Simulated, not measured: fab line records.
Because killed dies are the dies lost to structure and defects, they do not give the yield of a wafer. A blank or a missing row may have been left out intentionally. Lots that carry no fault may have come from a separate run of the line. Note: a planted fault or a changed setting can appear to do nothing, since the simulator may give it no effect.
Struck lot and sound lot, side by side || flow sky130 || 43 steps out of a route of 708
Sound: wafers L160.2, L160.4, L160.5. Wafers L169.2, L169.3, L169.6 were the ones struck. The cause comes at the end.
For every step that has rows: the tool of each side, followed by ch and its chambers, followed by its first start. Under that, the readings that differ: sound wafers || struck wafers || difference of the means || sigmas: that difference in standard deviations of wafers without a fault.
alike: readings whose means differ by less than 2 such deviations, and words and numbers that are the same on both sides. not compared: withheld readings, readings that some wafer has no value for, bounds like >300 that may hide the same value, and numbers for which the record gives no deviation and whose values overlap.
Wherever a step has rows on one side only, a row that says differs or no value, or a row with sigmas, the two part there. Numbers that don't overlap but have no deviation are shown without sigmas and don't part them. Lack of a reading on every wafer of one side parts them only where that side has two or more wafers.

SKY_GATE_OXIDE_TW_MEAS_14:
  sound: film metro-04 at day 15 16:47; struck: film metro-04 at day 20 07:15
  alike: GATE_OXIDE_TW
then, 3 steps without rows for these wafers: SKY_GATE_OXIDE_CLEAN_15 (cleans in SC1/SC2, time 150 s); SKY_GATE_OXIDE_OXIDATION_16 (stabilise 600 s, purge 300 s, target thk 3.57 nm); SKY_POLY_GATE_CVD_00 (deposits poly-Si, target thk 180 nm, time 720 s).
SKY_POLY_GATE_THK_MEAS_01:
  sound: film metro-03 at day 15 20:37; struck: film metro-01 at day 20 10:43
  alike: POLY_GATE_CVD_00_THK
then, 7 steps without rows for these wafers: SKY_RES_PROTECT_DEHYDRATE_00 (time 60 s); SKY_RES_PROTECT_HMDS_01 (prime time 60 s); SKY_RES_PROTECT_COAT_02 (resist thk 1140 nm); SKY_RES_PROTECT_SOFTBAKE_03 (time 60 s); SKY_RES_PROTECT_EXPOSE_04 (exposes mask RPM, target cd 1270 nm); SKY_RES_PROTECT_PEB_05; SKY_RES_PROTECT_DEVELOP_06 (develop time 60 s).
SKY_POLY_GATE_IMPLANT_02:
  sound on implanter-01 ch 0, day 17 00:18; struck on implanter-01 ch 0, day 21 17:22
SKY_RES_PROTECT_STRIP_07: strips in O2/N2.
  sound on plasma asher-02 ch 0,1, day 17 00:25; struck on plasma asher-01 ch 0,1, day 21 17:29
  alike: chamber pressure mTorr, drypump motor current A, oes product au, strip time to endpoint s
  not compared: rf hours counter h
SKY_RES_PROTECT_TW_MEAS_08:
  sound: film metro-01 at day 17 00:32; struck: film metro-03 at day 21 17:36
{"reading": "POLY_GATE_TW", "sound": "4060 4068 4079", "struck": "3975 3974 3935", "difference": -108, "sigmas": -3}
then, 2 steps without rows for these wafers: SKY_RES_PROTECT_CLEAN_09 (cleans in SC1/SC2, time 150 s); SKY_POLY_GATE_CVD_03 (deposits Si3N4 from DCS/NH3, target thk 75 nm, time 1290 s).
SKY_POLY_GATE_THK_MEAS_04:
  sound: film metro-02 at day 17 04:23; struck: film metro-02 at day 21 20:10
  alike: POLY_GATE_CVD_03_THK
then, 8 steps without rows for these wafers: SKY_POLY_GATE_DEHYDRATE_05 (time 60 s); SKY_POLY_GATE_HMDS_06 (prime time 60 s); SKY_POLY_GATE_COAT_07 (resist thk 110 nm); SKY_POLY_GATE_COAT_08 (resist thk 450 nm); SKY_POLY_GATE_SOFTBAKE_09 (time 90 s); SKY_POLY_GATE_EXPOSE_10 (exposes mask P1M, target cd 150 nm); SKY_POLY_GATE_PEB_11; SKY_POLY_GATE_DEVELOP_12 (develop time 60 s).
SKY_POLY_GATE_CD_MEAS_13: the cd target is 150 nm.
  sound: cd sem-01 at day 18 09:56; struck: cd sem-01 at day 23 03:17
  alike: cd nm
SKY_POLY_GATE_OVL_MEAS_14:
  sound: overlay-01 at day 18 10:03; struck: overlay-01 at day 23 03:23
  alike: POLY_GATE_OVL
SKY_POLY_GATE_ETCH_15: etches BARC in N2/H2, stops on SiO2, time 118.5 s, target depth 110 nm.
  sound on rie diel-02 ch 0,1, day 18 10:05; struck on rie diel-02 ch 0,1, day 23 03:25
  alike: chamber pressure mTorr, drypump motor current A, oes product au, throttle valve pct
  not compared: rf hours counter h
SKY_POLY_GATE_ETCH_16: etches Si3N4 in CH3F/O2, stops on poly-Si, time 147.5 s, target depth 75 nm.
  sound on rie diel-02 ch 0,1, day 18 10:10; struck on rie diel-02 ch 0,1, day 23 03:30
  alike: chamber pressure mTorr, drypump motor current A, oes product au, throttle valve pct
  not compared: rf hours counter h
SKY_POLY_GATE_ETCH_17: etches poly-Si in HBr/Cl2, stops on SiO2, target depth 180 nm, time 70.5 s.
  sound on rie si-02 ch 1,2, day 18 10:16; struck on rie si-02 ch 0,3, day 23 03:36
  alike: chamber pressure mTorr, drypump motor current A, oes product au, throttle valve pct
  not compared: rf hours counter h
SKY_POLY_GATE_STRIP_18: strips in O2/N2.
  sound on plasma asher-03 ch 0, day 18 10:19; struck on plasma asher-02 ch 0,1, day 23 03:39
{"reading": "drypump motor current A (A)", "sound": "6.3 6.3 6.3", "struck": "5.2 5.2 5.1", "difference": -1.1, "sigmas": -2}
  alike: chamber pressure mTorr, oes product au, strip time to endpoint s
  not compared: rf hours counter h
then, 2 steps without rows for these wafers: SKY_POLY_GATE_CLEAN_19 (cleans in SC1/SC2, time 150 s); SKY_POLY_GATE_OXIDATION_20 (stabilise 600 s, purge 300 s, target thk 4 nm).
SKY_POLY_GATE_THK_MEAS_21:
  sound: film metro-01 at day 18 11:53; struck: film metro-03 at day 23 05:35
{"reading": "POLY_GATE_OXIDATION_THK (nm)", "sound": "3.94 3.93 3.92", "struck": "4.14 4.11 4.16", "difference": "+0.21", "sigmas": "+2"}
SKY_POLY_GATE_CD_MEAS_22:
  sound: cd sem-02 at day 18 11:58; struck: cd sem-01 at day 23 05:39
  alike: cd nm
then, 6 steps without rows for these wafers: SKY_LDD_N_DEHYDRATE_00 (time 60 s); SKY_LDD_N_HMDS_01 (prime time 60 s); SKY_LDD_N_COAT_02 (resist thk 300 nm); SKY_LDD_N_SOFTBAKE_03 (time 60 s); SKY_LDD_N_EXPOSE_04 (exposes mask NTM, target cd 840 nm); SKY_LDD_N_PEB_05.
-- here the record skips 27 days between the struck wafers' starts before and after, leaving off in module LDD_N and picking up in module PAD_OPEN (first step shown: number 708 of the route) --
SKY_PAD_OPEN_PROBE_99:
  sound: prober-01 at day 47 05:10; struck: prober-02 at day 50 02:20
{"reading": "model.etest.res poly.rs ohm sq rim less centre", "sound": "0.3265 0.4474 -0.4041", "struck": "-2.692 -3.034 -2.647", "difference": -2.914, "sigmas": ""}
{"reading": "model.etest.res poly.rs ohm sq range", "sound": "0.8852 0.8132 1.115", "struck": "3.781 3.432 3.241", "difference": "+2.547", "sigmas": ""}
{"reading": "model.etest.res poly.rs ohm sq", "sound": "48.29 48.56 48.45", "struck": "49.04 49.16 49.03", "difference": "+0.64", "sigmas": ""}
  alike: killed_at_M0_to_M3, killed_at_M4_up, killed at contacts, killed at front end, killed at other, killed dies, killed open, killed short

## WHERE THEY PART
At SKY_RES_PROTECT_TW_MEAS_08 first; at SKY_POLY_GATE_THK_MEAS_21 last (within this record only). Later steps at which nothing parts them and some readings are alike: SKY_POLY_GATE_CD_MEAS_22, SKY_PAD_OPEN_PROBE_99.

WHY: whatever the simulator had introduced
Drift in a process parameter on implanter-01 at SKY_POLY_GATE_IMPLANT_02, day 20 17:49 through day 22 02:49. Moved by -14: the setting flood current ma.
